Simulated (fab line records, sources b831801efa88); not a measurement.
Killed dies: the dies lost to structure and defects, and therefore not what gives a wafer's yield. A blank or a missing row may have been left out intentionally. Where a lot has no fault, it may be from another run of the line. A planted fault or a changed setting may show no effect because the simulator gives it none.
fab line records	flow sky130
record lots=7	wafers=19	last-day=50
route steps=708 shown LOCAL_INTERCONNECT@396 CONTACT@406 PAD_OPEN@708
lots with no fault: from the same line, run without faults
start-h: start of the lot's first displayed wafer, in hours after the record's first day	wait-h: hours from the lot's prior step to this one	" as in the row above	L1.1+2: one row covering several wafers at once	- value missing, or start not given	* or withheld: withheld	< > ~ a bound
route shown NAME@n: NAME is a module with steps in the file, n the number in the route of the first one	usual: average and standard deviation across the fault-free wafers	same: alike in all rows	chamber/n: place in a boat	sites: the reading at each site	_std_site: standard deviation of those values	_edge_site: inner sites' mean taken away from outer sites' mean	radius-mm: for every site, how far away it sits from the centre of the wafer	mask NAME#n: copy n	behind: the most recent tool/chamber to have shaped the wafer	hold: why the lot went on hold/how many hours it stayed there/how the hold came to an end	device: transistor that didn't switch, given as n, p or np	end of line: at the end of the route, the tests of the same wafers	step lacking rows: just its recipe	killed: dies lost to structure and defects at the first sort, not the wafer's yield	map: a wafer's dies, marking killed ones x, the rest . and places with no die _
set.NAME: the setting the step ran with; set.NAME@STEP: the setting that earlier step ran with	model.NAME: the simulator's own value behind a step, which no gauge read
lots at selected steps of the route; one table per step, one row per wafer
services: the hour from which a tool's chamber was out of use, counted from the record's first day as start-h (under 0 if before that day), plus the number of hours and why
## steps
# step SKY_LOCAL_INTERCONNECT_PEB_09
# recipe peb-temp-c=withheld	peb-time-s=withheld	resist=KrF-thick
# step SKY_LOCAL_INTERCONNECT_DEVELOP_10
# recipe develop-time-s=60	resist=KrF-thick	dev-temp-c=21
# step SKY_LOCAL_INTERCONNECT_CD_MEAS_11
# recipe target-cd-nm=170
# usual cd-nm=170.1/1.3
lot.wafer	tool	chamber	start-h	wait-h	cd-nm
L681.2	cd-sem-02	-	710.07	-	170.8
L681.3	"	-	"	"	171.0
L681.6	"	-	"	"	170.2
L682.2	cd-sem-01	-	715.72	-	168.0
L682.4	"	-	"	"	168.0
L682.6	"	-	"	"	168.1
L692.2	cd-sem-01	-	800.92	-	170.6
L692.6	"	-	"	"	170.2
L693.2	cd-sem-01	-	809.42	-	169.0
L693.6	"	-	"	"	168.8
L696.3	cd-sem-01	-	822.04	-	170.2
L696.5	"	-	"	"	171.0
L696.6	"	-	"	"	170.0
L700.2	cd-sem-02	-	854.42	-	169.3
L700.4	"	-	"	"	169.6
L700.5	"	-	"	"	170.0
L702.1	cd-sem-02	-	871.54	-	168.7
L702.3	"	-	"	"	168.6
L702.6	"	-	"	"	170.1
# step SKY_LOCAL_INTERCONNECT_OVL_MEAS_12
# usual LOCAL_INTERCONNECT_OVL=3/4.6
lot.wafer	tool	chamber	start-h	wait-h	LOCAL_INTERCONNECT_OVL[nm]
L681.2	overlay-02	-	710.17	0.1	10
L681.3	"	-	"	"	6
L681.6	"	-	"	"	7
L682.2	overlay-01	-	715.83	0.1	5
L682.4	"	-	"	"	3
L682.6	"	-	"	"	0
L692.2	overlay-01	-	801.02	0.1	3
L692.6	"	-	"	"	2
L693.2	overlay-02	-	809.53	0.1	2
L693.6	"	-	"	"	-3
L696.3	overlay-02	-	822.13	0.1	12
L696.5	"	-	"	"	6
L696.6	"	-	"	"	6
L700.2	overlay-02	-	854.52	0.1	-4
L700.4	"	-	"	"	-3
L700.5	"	-	"	"	-4
L702.1	overlay-02	-	871.66	0.1	3
L702.3	"	-	"	"	1
L702.6	"	-	"	"	5
# step SKY_LOCAL_INTERCONNECT_ETCH_13
# recipe chemistry=N2/H2	target=BARC	ion-energy-ev=200	bias-w=100	pressure-mtorr=30	n2-flow-sccm=100	h2-flow-sccm=200	icp-w=500	stop-on=SiO2	time-s=45.9	target-depth-a=600
# usual drypump-motor-current-A=5.9/0.55	n2-flow-sccm=100.0/0.32	oes-product-au=0.854/0.0044	rf-fwd-power-W=493.6/2	throttle-valve-pct=13.224/0.0087
lot.wafer	tool	chamber	start-h	wait-h	drypump-motor-current-A	n2-flow-sccm	oes-product-au	rf-fwd-power-W	rf-hours-counter-h	throttle-valve-pct
L681.2	rie-metal-01	1	710.20	0.0	5.4	100.6	0.859	493.8	12	13.223
L681.3	"	0	"	"	5.4	100.6	0.861	489.2	-	13.235
L681.6	"	1	"	"	5.5	100.3	0.858	493.6	-	13.225
L682.2	rie-metal-03	0	715.86	0.0	6.0	99.8	0.857	495.9	0	13.237
L682.4	"	0	"	"	6.0	99.9	0.851	497.4	-	13.218
L682.6	"	0	"	"	6.0	100.2	0.850	496.2	-	13.233
L692.2	rie-metal-04	1	801.05	0.0	6.2	98.9	0.852	494.2	3	13.217
L692.6	"	0	"	"	6.7	99.4	0.851	494.9	-	13.213
L693.2	rie-metal-04	1	809.56	0.0	6.2	100.2	0.846	492.4	3	13.225
L693.6	"	0	"	"	6.7	99.7	0.855	491.4	-	13.226
L696.3	rie-metal-04	0	822.17	0.0	6.7	99.9	0.858	490.4	-	13.230
L696.5	"	1	"	"	6.2	100.1	0.849	492.0	-	13.221
L696.6	"	0	"	"	6.7	99.8	0.850	492.6	-	13.203
L700.2	rie-metal-01	1	854.55	0.0	5.5	100.7	0.852	497.6	1	13.221
L700.4	"	0	"	"	5.4	99.6	0.851	492.6	-	13.227
L700.5	"	0	"	"	5.4	99.3	0.854	491.1	-	13.222
L702.1	rie-metal-04	1	871.69	0.0	6.2	99.4	0.849	492.0	6	13.232
L702.3	"	0	"	"	6.7	99.8	0.855	492.6	-	13.215
L702.6	"	0	"	"	6.7	99.9	0.844	491.9	-	13.235
# step SKY_LOCAL_INTERCONNECT_METAL_ETCH_14
# recipe target-depth-nm=110	stop-on=PSG	chemistry=Cl2/BCl3	target=TiN	resist-sidewall-deg=88	pressure-mtorr=10	icp-w=900	bias-w=48.5	Cl2_flow_sccm=60	bcl3-flow-sccm=30	time-s=31.4
# usual bcl3-flow-sccm=30.00/0.081	drypump-motor-current-A=5.8/0.55	oes-product-au=0.942/0.0083	rf-fwd-power-W=886/4.2	throttle-valve-pct=21.900/0.011
lot.wafer	tool	chamber	start-h	wait-h	bcl3-flow-sccm	drypump-motor-current-A	oes-product-au	rf-fwd-power-W	rf-hours-counter-h	throttle-valve-pct
L681.2	rie-metal-01	1	710.27	0.0	30.13	5.4	0.935	891	12	21.909
L681.3	"	0	"	"	30.04	5.4	0.953	882	-	21.910
L681.6	"	1	"	"	29.96	5.4	0.938	889	-	21.900
L682.2	rie-metal-03	0	715.92	0.0	29.92	6.0	0.949	894	0	21.889
L682.4	"	0	"	"	29.83	6.0	0.944	896	-	21.885
L682.6	"	0	"	"	29.92	6.0	0.947	892	-	21.905
L692.2	rie-metal-04	1	801.12	0.0	29.96	6.2	0.944	880	3	21.890
L692.6	"	0	"	"	29.93	6.7	0.937	884	-	21.888
L693.2	rie-metal-04	1	809.62	0.0	30.01	6.2	0.943	888	3	21.885
L693.6	"	0	"	"	29.97	6.7	0.944	882	-	21.883
L696.3	rie-metal-04	0	822.23	0.0	30.06	6.7	0.938	887	-	21.897
L696.5	"	1	"	"	29.98	6.2	0.947	887	-	21.894
L696.6	"	0	"	"	30.02	6.7	0.940	889	-	21.899
L700.2	rie-metal-01	1	854.62	0.0	29.92	5.4	0.953	895	1	21.927
L700.4	"	0	"	"	29.92	5.4	0.946	883	-	21.906
L700.5	"	0	"	"	29.98	5.4	0.954	880	-	21.901
L702.1	rie-metal-04	1	871.76	0.0	29.80	6.2	0.946	883	6	21.883
L702.3	"	0	"	"	29.98	6.7	0.943	883	-	21.905
L702.6	"	0	"	"	29.95	6.7	0.947	886	-	21.897
# step SKY_LOCAL_INTERCONNECT_STRIP_15
# recipe chemistry=O2/N2	power-w=1400	pressure-mtorr=1500	platen-temp-c=withheld	o2-flow-sccm=3000	n2-flow-sccm=300	overash-fraction=0.5
# usual drypump-motor-current-A=5.5/0.39	n2-flow-sccm=300.2/0.89	oes-product-au=0.427/0.0046	strip-time-to-endpoint-s=4.725/0.021
lot.wafer	tool	chamber	start-h	wait-h	drypump-motor-current-A	n2-flow-sccm	oes-product-au	rf-hours-counter-h	strip-time-to-endpoint-s
L681.2	plasma-asher-01	1	710.32	0.0	6.1	302.7	0.433	59	4.757
L681.3	"	0	"	"	5.3	299.7	0.424	-	4.733
L681.6	"	1	"	"	6.2	301.6	0.431	-	4.719
L682.2	plasma-asher-04	1	715.98	0.0	5.1	300.6	0.428	26	4.706
L682.4	"	0	"	"	5.2	301.1	0.423	-	4.707
L682.6	"	1	"	"	5.1	299.9	0.432	-	4.705
L692.2	plasma-asher-03	1	801.17	0.0	5.6	300.6	0.426	100	4.727
L692.6	"	1	"	"	5.6	300.2	0.430	-	4.733
L693.2	plasma-asher-01	0	809.67	0.0	5.3	299.7	0.423	69	4.757
L693.6	"	0	"	"	5.3	300.0	0.428	-	4.724
L696.3	plasma-asher-04	0	822.30	0.1	5.2	298.8	0.427	-	4.724
L696.5	"	1	"	"	5.1	299.1	0.423	-	4.725
L696.6	"	0	"	"	5.2	300.1	0.415	-	4.748
L700.2	plasma-asher-01	1	854.67	0.0	6.2	300.4	0.428	74	4.699
L700.4	"	0	"	"	5.3	299.3	0.427	-	4.726
L700.5	"	0	"	"	5.3	300.1	0.427	-	4.739
L702.1	plasma-asher-01	0	871.81	0.0	5.3	299.8	0.427	76	4.686
L702.3	"	0	"	"	5.3	300.2	0.418	-	4.697
L702.6	"	1	"	"	6.1	298.4	0.433	-	4.707
# step SKY_LOCAL_INTERCONNECT_STRIP_16
# recipe chemistry=post-etch-residue-remover	time-s=1200	temp-c=72.5
# step SKY_LOCAL_INTERCONNECT_CLEAN_17
# recipe chemistry=IPA	time-s=180	temp-c=25
# step SKY_LOCAL_INTERCONNECT_CLEAN_18
# recipe chemistry=O3/DIW	dry=n2-spin
# step SKY_CONTACT_CVD_00
# recipe material=Si3N4	target-thk-nm=75	temp-c=400	time-s=withheld	rf-w=450
# usual heater-power-w=703/83	rf-fwd-power-W=444.4/2
lot.wafer	tool	chamber	start-h	wait-h	heater-power-w	rf-fwd-power-W
L681.2	pecvd-04	2	710.96	0.0	744	442.0
L681.3	"	1	"	"	790	445.2
L681.6	"	1	"	"	793	443.7
L682.2	pecvd-04	1	716.57	0.0	710	446.3
L682.4	"	1	"	"	736	444.4
L682.6	"	0	"	"	600	444.6
L692.2	pecvd-02	0	801.76	0.0	824	445.6
L692.6	"	1	"	"	651	443.9
L693.2	pecvd-03	1	810.26	0.0	762	440.3
L693.6	"	0	"	"	582	443.0
L696.3	pecvd-02	2	822.86	0.0	602	445.3
L696.5	"	1	"	"	751	444.1
L696.6	"	0	"	"	856	443.3
L700.2	pecvd-04	0	855.26	0.0	626	442.1
L700.4	"	2	"	"	750	441.6
L700.5	"	1	"	"	736	446.6
L702.1	pecvd-03	0	872.44	0.0	513	445.9
L702.3	"	1	"	"	740	443.1
L702.6	"	1	"	"	743	443.4
# step SKY_CONTACT_THK_MEAS_01
# recipe reads=Si3N4_of_CONTACT_CVD_00
# usual CONTACT_CVD_00_THK=74.7/1.2
lot.wafer	tool	chamber	start-h	wait-h	CONTACT_CVD_00_THK[nm]
L681.2	film-metro-04	-	711.00	-	73.8
L681.3	"	-	"	"	74.6
L681.6	"	-	"	"	77.1
L682.2	film-metro-02	-	716.61	-	75.0
L682.4	"	-	"	"	76.7
L682.6	"	-	"	"	76.4
L692.2	film-metro-01	-	801.80	-	73.2
L692.6	"	-	"	"	75.3
L693.2	film-metro-01	-	810.31	-	73.8
L693.6	"	-	"	"	77.1
L696.3	film-metro-02	-	822.91	-	73.9
L696.5	"	-	"	"	73.7
L696.6	"	-	"	"	73.7
L700.2	film-metro-04	-	855.30	-	75.2
L700.4	"	-	"	"	73.2
L700.5	"	-	"	"	75.7
L702.1	film-metro-01	-	872.47	-	75.4
L702.3	"	-	"	"	75.2
L702.6	"	-	"	"	76.0
# step SKY_CONTACT_HDPCVD_02
# recipe material=SiO2	target-thk-nm=565	sigma-open-frac=0.3	time-s=94.2	temp-c=600	sih4-flow-sccm=60	pressure-mtorr=6
lot.wafer	tool	chamber	start-h	wait-h	model.SiO2_of_CONTACT_HDPCVD_02.thk-nm
L681.2	hdpcvd-01	2	711.05	0.0	576.5
L681.3+6	"	1,2	"	"	577.7
L682.2	hdpcvd-02	2	716.66	0.0	557.3
L682.4	"	2	"	"	562.4
L682.6	"	1	"	"	564.1
L692.2	hdpcvd-02	0	801.85	0.0	564.9
L692.6	"	1	"	"	753.5
L693.2	hdpcvd-02	0	810.36	0.0	558.4
L693.6	"	2	"	"	766.4
L696.3	hdpcvd-02	0	822.95	0.0	569.4
L696.5	"	0	"	"	568.8
L696.6	"	1	"	"	755.7
L700.2	hdpcvd-01	2	855.35	0.0	577.5
L700.4	"	0	"	"	567
L700.5	"	2	"	"	574.5
L702.1	hdpcvd-01	2	872.53	0.1	582.4
L702.3	"	0	"	"	569.4
L702.6	"	1	"	"	575.3
# step SKY_CONTACT_THK_MEAS_03
# recipe reads=SiO2_of_CONTACT_HDPCVD_02
# usual CONTACT_HDPCVD_THK=565/8.6
lot.wafer	tool	chamber	start-h	wait-h	CONTACT_HDPCVD_THK[nm]
L681.2	film-metro-02	-	711.13	0.0	577
L681.3	"	-	"	"	578
L681.6	"	-	"	"	578
L682.2	film-metro-04	-	716.74	0.0	558
L682.4	"	-	"	"	562
L682.6	"	-	"	"	565
L692.2	film-metro-04	-	801.93	0.0	565
L692.6	"	-	"	"	753
L693.2	film-metro-04	-	810.44	0.0	559
L693.6	"	-	"	"	767
L696.3	film-metro-04	-	823.04	0.1	570
L696.5	"	-	"	"	569
L696.6	"	-	"	"	756
L700.2	film-metro-02	-	855.43	0.0	577
L700.4	"	-	"	"	567
L700.5	"	-	"	"	575
L702.1	film-metro-04	-	872.60	0.0	582
L702.3	"	-	"	"	569
L702.6	"	-	"	"	575
# step SKY_CONTACT_CMP_04
# recipe material=SiO2	down-force-psi=4	platen-rpm=60	pad-velocity-m-s=0.94248
# usual motor-current-A=11.8/0.84	time-to-endpoint-s=86/5.4
lot.wafer	tool	chamber	start-h	wait-h	motor-current-A	time-to-endpoint-s
L681.3	cmp-02	1	711.23	0.1	12.1	84
L681.2	"	2	"	"	12.2	93
L681.6	"	0	"	"	11.2	91
L682.2	cmp-02	1	716.79	0.0	12.2	82
L682.4	"	3	"	"	11.6	89
L682.6	"	2	"	"	11.8	86
L692.2	cmp-02	2	802.08	0.1	11.9	85
L692.6	"	1	"	"	12.1	147
L693.2	cmp-02	0	810.64	0.2	11.0	85
L693.6	"	2	"	"	12.4	160
L696.3	cmp-01	2	823.08	0.0	12.7	84
L696.6	"	2	"	"	12.0	151
L696.5	"	3	"	"	11.0	82
L700.4	cmp-01	1	855.48	0.0	13.5	88
L700.2	"	0	"	"	11.5	88
L700.5	"	2	"	"	12.4	88
L702.3	cmp-02	1	872.71	0.1	10.7	84
L702.1	"	2	"	"	12.3	95
L702.6	"	0	"	"	10.6	94
# step SKY_CONTACT_BOW_MEAS_05
# recipe mode=bow
# usual CONTACT_BOW=82/6.3
lot.wafer	tool	chamber	start-h	wait-h	CONTACT_BOW[um]
L681.2	film-metro-02	-	711.50	0.2	77
L681.3	"	-	"	"	90
L681.6	"	-	"	"	79
L682.2	film-metro-01	-	717.11	0.3	73
L682.4	"	-	"	"	79
L682.6	"	-	"	"	79
L692.2	film-metro-04	-	802.30	0.2	79
L692.6	"	-	"	"	87
L693.2	film-metro-04	-	810.81	0.1	97
L693.6	"	-	"	"	95
L696.3	film-metro-04	-	823.42	0.3	93
L696.5	"	-	"	"	81
L696.6	"	-	"	"	75
L700.2	film-metro-01	-	855.80	0.1	78
L700.4	"	-	"	"	92
L700.5	"	-	"	"	92
L702.1	film-metro-02	-	872.96	0.1	80
L702.3	"	-	"	"	83
L702.6	"	-	"	"	82
# step SKY_PAD_OPEN_PROBE_99
# usual killed_at_M0_to_M3=43/6.5	killed_at_M4_up=3.1/1.8	killed-at-contacts=24/5.6	killed-at-front-end=15/4.2	killed-at-other=0.3/0.5	killed-dies=86/8.9	killed-open=47/6.9	killed-short=39/5.9
# same gross-dies=492	killed-at-back-side=0
lot.wafer	tool	chamber	start-h	wait-h	killed_at_M0_to_M3	killed_at_M4_up	killed-at-contacts	killed-at-front-end	killed-at-other	killed-dies	killed-open	killed-short
L681.2	prober-02	-	1076.94	0.1	41	3	21	13	1	79	42	37
L681.3	prober-02	-	1076.99	0.2	34	3	27	12	0	76	40	36
L681.6	prober-02	-	1077.14	0.2	44	1	18	22	0	85	52	33
L682.2	prober-01	-	1082.90	0.1	42	4	19	16	0	81	42	39
L682.4	prober-01	-	1083.00	0.2	41	3	21	23	0	88	47	41
L682.6	prober-01	-	1083.10	0.2	54	0	33	19	1	107	58	49
L692.2	prober-02	-	1145.33	0.1	48	6	19	9	0	82	41	41
L692.6	prober-02	-	1145.53	0.2	39	2	26	14	0	81	46	35
L693.2	prober-01	-	1148.43	0.1	47	0	24	20	0	91	52	39
L693.6	prober-01	-	1148.63	0.2	40	3	24	12	0	79	52	27
L696.3	prober-02	-	1158.07	0.2	38	3	25	23	0	89	46	43
L696.5	prober-02	-	1158.17	0.2	38	3	28	21	1	91	42	49
L696.6	prober-02	-	1158.22	0.2	38	2	23	25	0	88	48	40
L700.2	prober-02	-	1180.51	0.1	37	2	19	16	1	75	40	35
L700.4	prober-02	-	1180.61	0.2	52	3	28	12	0	95	55	40
L700.5	prober-02	-	1180.66	0.2	57	2	20	15	0	94	64	30
L702.1	prober-02	-	1190.41	0.1	46	1	35	11	0	93	51	42
L702.3	prober-02	-	1190.51	0.2	52	2	35	16	1	106	47	59
L702.6	prober-02	-	1190.66	0.2	38	1	32	17	1	89	52	37
# killed by level:class
L681.2 CONTACT:geometric-particle:open=9 VIA3:geometric-particle:short=8 POLY_GATE:geometric-particle:short=6 VIA3:geometric-particle:open=6 VIA1:geometric-particle:open=5 VIA2:geometric-particle:open=5 LOCAL_INTERCONNECT:geometric-particle:short=4 METAL1:geometric-particle:short=4
L681.3 CONTACT:geometric-particle:open=14 VIA1:geometric-particle:open=7 METAL2:geometric-particle:short=6 POLY_GATE:geometric-particle:short=5 METAL1:geometric-particle:short=5 VIA2:geometric-particle:open=5 LI_CONTACT:geometric-particle:open=4 CONTACT:geometric-particle:short=4
L681.6 VIA1:geometric-particle:open=11 VIA2:geometric-particle:open=9 CONTACT:geometric-particle:open=8 POLY_GATE:geometric-particle:open=7 VIA3:geometric-particle:open=7 METAL2:geometric-particle:short=5 LI_CONTACT:geometric-particle:open=5 VIA3:geometric-particle:short=5
L682.2 VIA1:geometric-particle:open=10 CONTACT:geometric-particle:open=8 VIA2:geometric-particle:open=7 VIA1:geometric-particle:short=6 METAL2:geometric-particle:short=6 FIELD_ISO:geometric-particle:short=4 METAL1:geometric-particle:short=4 FIELD_ISO:geometric-particle:open=3
L682.4 LI_CONTACT:geometric-particle:open=9 VIA1:geometric-particle:short=9 VIA1:geometric-particle:open=9 FIELD_ISO:geometric-particle:short=8 CONTACT:geometric-particle:open=6 VIA2:geometric-particle:open=5 FIELD_ISO:geometric-particle:open=4 LOCAL_INTERCONNECT:geometric-particle:short=4
L682.6 VIA1:geometric-particle:open=11 LI_CONTACT:geometric-particle:open=11 METAL2:geometric-particle:short=9 CONTACT:geometric-particle:open=9 CONTACT:geometric-particle:short=8 VIA2:geometric-particle:open=8 FIELD_ISO:geometric-particle:open=6 METAL1:geometric-particle:short=6
L692.2 CONTACT:geometric-particle:open=9 VIA3:geometric-particle:open=8 VIA1:geometric-particle:open=7 METAL2:geometric-particle:short=7 VIA2:geometric-particle:open=6 VIA2:geometric-particle:short=5 LI_CONTACT:geometric-particle:open=4 METAL3:geometric-particle:short=4
L692.6 VIA1:geometric-particle:open=11 CONTACT:geometric-particle:open=9 VIA2:geometric-particle:open=8 CONTACT:geometric-particle:short=6 POLY_GATE:geometric-particle:short=5 LI_CONTACT:geometric-particle:open=4 LOCAL_INTERCONNECT:geometric-particle:short=4 VIA3:geometric-particle:open=4
L693.2 VIA1:geometric-particle:open=15 CONTACT:geometric-particle:open=9 VIA1:geometric-particle:short=7 VIA2:geometric-particle:open=7 FIELD_ISO:geometric-particle:open=6 LI_CONTACT:geometric-particle:open=5 FIELD_ISO:geometric-particle:short=4 LOCAL_INTERCONNECT:geometric-particle:short=4
L693.6 CONTACT:geometric-particle:open=13 VIA3:geometric-particle:open=9 VIA1:geometric-particle:open=9 LI_CONTACT:geometric-particle:open=5 VIA2:geometric-particle:open=5 METAL1:geometric-particle:short=4 VIA2:geometric-particle:short=4 FIELD_ISO:geometric-particle:open=3
L696.3 VIA1:geometric-particle:open=10 CONTACT:geometric-particle:open=8 POLY_GATE:geometric-particle:open=6 CONTACT:geometric-particle:short=6 METAL1:geometric-particle:short=6 LOCAL_INTERCONNECT:geometric-particle:short=5 VIA3:geometric-particle:open=5 FIELD_ISO:geometric-particle:open=4
L696.5 CONTACT:geometric-particle:open=14 VIA1:geometric-particle:open=8 FIELD_ISO:geometric-particle:open=7 METAL1:geometric-particle:short=7 LI_CONTACT:geometric-particle:short=5 CONTACT:geometric-particle:short=5 VIA3:geometric-particle:short=5 METAL2:geometric-particle:short=5
L696.6 CONTACT:geometric-particle:open=13 FIELD_ISO:geometric-particle:short=7 VIA1:geometric-particle:open=7 METAL2:geometric-particle:short=7 FIELD_ISO:geometric-particle:open=6 METAL1:geometric-particle:short=5 POLY_GATE:geometric-particle:short=4 LI_CONTACT:geometric-particle:open=4
L700.2 VIA1:geometric-particle:open=7 LI_CONTACT:geometric-particle:open=6 CONTACT:geometric-particle:open=6 VIA2:geometric-particle:open=5 VIA3:geometric-particle:open=5 POLY_GATE:geometric-particle:open=4 POLY_GATE:geometric-particle:short=4 LOCAL_INTERCONNECT:geometric-particle:short=4
L700.4 CONTACT:geometric-particle:open=13 VIA1:geometric-particle:open=11 VIA1:geometric-particle:short=7 FIELD_ISO:geometric-particle:short=6 LI_CONTACT:geometric-particle:open=6 VIA3:geometric-particle:open=6 METAL1:geometric-particle:short=5 METAL2:geometric-particle:short=5
L700.5 VIA1:geometric-particle:open=17 VIA3:geometric-particle:open=13 CONTACT:geometric-particle:open=10 VIA1:geometric-particle:short=7 METAL1:geometric-particle:short=6 POLY_GATE:geometric-particle:open=5 VIA2:geometric-particle:open=5 FIELD_ISO:geometric-particle:short=4
L702.1 CONTACT:geometric-particle:open=12 LI_CONTACT:geometric-particle:open=8 METAL2:geometric-particle:short=8 VIA1:geometric-particle:open=8 VIA2:geometric-particle:open=8 LOCAL_INTERCONNECT:geometric-particle:short=7 CONTACT:geometric-particle:short=6 VIA1:geometric-particle:short=5
L702.3 CONTACT:geometric-particle:open=14 METAL2:geometric-particle:short=9 VIA1:geometric-particle:short=9 LI_CONTACT:geometric-particle:open=8 CONTACT:geometric-particle:short=8 VIA1:geometric-particle:open=7 POLY_GATE:geometric-particle:short=7 VIA3:geometric-particle:open=5
L702.6 VIA1:geometric-particle:open=12 CONTACT:geometric-particle:open=11 LI_CONTACT:geometric-particle:open=10 CONTACT:geometric-particle:short=8 METAL2:geometric-particle:short=5 VIA2:geometric-particle:open=5 POLY_CUT:geometric-particle:open=4 VIA3:geometric-particle:open=4
## services
tool	chamber	start-h	hours	kind
cmp-02	-	688.07	0.6	repair
cmp-02	-	689.87	8.6	pm
plasma-asher-04	-	690.14	21.0	repair
plasma-asher-01	-	694.85	2.8	pm
hdpcvd-02	-	700.82	6.1	repair
cmp-02	-	701.02	0.5	repair
cmp-01	-	720.44	3.4	pm
rie-metal-01	-	724.78	1.4	pm
rie-metal-03	1	729.00	14.5	repair
cmp-02	-	744.11	4.0	pm
hdpcvd-01	-	746.63	0.9	repair
rie-metal-03	1	753.89	61.3	repair
rie-metal-01	1	760.15	20.5	repair
hdpcvd-02	-	770.12	0.3	repair
cmp-02	-	770.27	2.5	repair
cmp-01	-	772.61	15.7	repair
rie-metal-03	0	784.91	6.7	repair
rie-metal-04	-	786.14	4.3	pm
hdpcvd-01	-	791.96	5.7	repair
hdpcvd-02	1	793.96	4.4	repair
rie-metal-01	-	803.63	0.2	repair
cmp-01	-	824.60	0.7	repair
plasma-asher-04	-	863.65	2.8	pm
hdpcvd-02	-	872.14	0.9	repair
## key
first-sign step=SKY_CONTACT_THK_MEAS_03	reading=CONTACT_HDPCVD_THK	direction=up	sigmas=23	usual=565	struck=759
effect step=SKY_CONTACT_CMP_04	reading=time-to-endpoint-s	direction=up	sigmas=12	usual=*	struck=*
model-effect step=SKY_CONTACT_HDPCVD_02	value=SiO2_of_CONTACT_HDPCVD_02.thk-nm	without=556	struck=758.5
met-at SKY_CONTACT_HDPCVD_02
struck-wafers L692.6,L693.6,L696.6
tester-left-out L692,L693,L696
onset-between 716.66 801.85
fault kind=process-parameter-drift	tool=hdpcvd-02	chamber=-	onset-h=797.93	steps=SKY_CONTACT_HDPCVD_02	channel=target-thk-nm	offset=202.56	shape=step	end-h=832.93	scope=struck-wafers-only	acts-in=these-recipes-only	stated=565
# tester-left-out: of these lots the tester's yield and bins aren't shown, on N5 and GAA mostly nor the transistor test; their killed dies are dies lost to structure and defects alone, not to doping, threshold or leakage, so they don't give the yield
